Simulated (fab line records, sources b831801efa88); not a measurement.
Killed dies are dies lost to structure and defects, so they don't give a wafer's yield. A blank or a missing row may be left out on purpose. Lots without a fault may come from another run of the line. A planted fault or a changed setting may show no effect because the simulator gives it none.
Chamber matching | flow sky130 | SKY_VIA1_ETCH_14 on rie_diel-02: 4 sister chambers
The step etches BARC in N2/H2, stops on SiO2, time 45.9 s, target depth 60 nm. 16 wafers are shown with their chamber, then 8 later ones without.

WAFERS WITH THEIR CHAMBER
wafer  | chamber | throttle_valve_pct (%) | oes_product_au (a.u.)
L082.1 | 2       | 13.219                 | 0.855
L082.2 | 1       | 13.209                 | 0.857
L082.3 | 0       | 13.233                 | 0.853
L082.4 | 3       | 13.218                 | 0.856
L082.5 | 3       | 13.227                 | 0.853
L082.6 | 0       | 13.218                 | 0.860
L084.1 | 2       | 13.226                 | 0.847
L084.2 | 1       | 13.210                 | 0.859
L084.3 | 0       | 13.229                 | 0.862
L084.4 | 3       | 13.224                 | 0.863
L084.5 | 2       | 13.218                 | 0.861
L084.6 | 1       | 13.232                 | 0.852
L085.1 | 1       | 13.215                 | 0.862
L085.2 | 0       | 13.229                 | 0.856
L085.3 | 2       | 13.218                 | 0.856
L085.4 | 3       | 13.221                 | 0.862

SIGNATURES (means of the wafers above)
reading            | chamber 0 | chamber 1 | chamber 2 | chamber 3 | scatter within a chamber
throttle_valve_pct | 13.22725  | 13.21650  | 13.22025  | 13.22250  | 0.0068
oes_product_au     | 0.85775   | 0.85750   | 0.85475   | 0.85850   | 0.00476
Rule: a wafer's distance from a chamber is the root of the sum, over the readings, of the square of ((its reading less the chamber's mean) divided by the reading's scatter). The wafer belongs to the nearest chamber; if the next one is less than 2 further off, it can't be placed. The scatter: the root of (the sum of the squares of (reading less its chamber's mean) over the shown wafers, divided by (wafers less chambers)).

WAFERS WITHOUT THEIR CHAMBER
wafer  | throttle_valve_pct (%) | oes_product_au (a.u.)
L085.5 | 13.221                 | 0.854
L085.6 | 13.230                 | 0.864
L091.1 | 13.232                 | 0.858
L091.2 | 13.222                 | 0.861
L091.3 | 13.231                 | 0.856
L091.4 | 13.223                 | 0.856
L091.5 | 13.216                 | 0.864
L091.6 | 13.216                 | 0.863

WHICH CHAMBER EACH WENT THROUGH
wafer  | from the rows above               | in truth
L085.5 | can't be placed: 2 or 3 or 1 or 0 | 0
L085.6 | can't be placed: 0 or 3 or 1 or 2 | 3
L091.1 | can't be placed: 0 or 3 or 2 or 1 | 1
L091.2 | can't be placed: 3 or 0 or 1 or 2 | 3
L091.3 | can't be placed: 0 or 3 or 2 or 1 | 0
L091.4 | can't be placed: 2 or 3 or 0 or 1 | 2
L091.5 | can't be placed: 1 or 3 or 2 or 0 | 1
L091.6 | can't be placed: 1 or 3 or 2 or 0 | 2
Placed correctly: 0 of 8. Can't be placed from these rows: 8 (the true chamber is among the candidates in 8). Placed wrongly: 0.
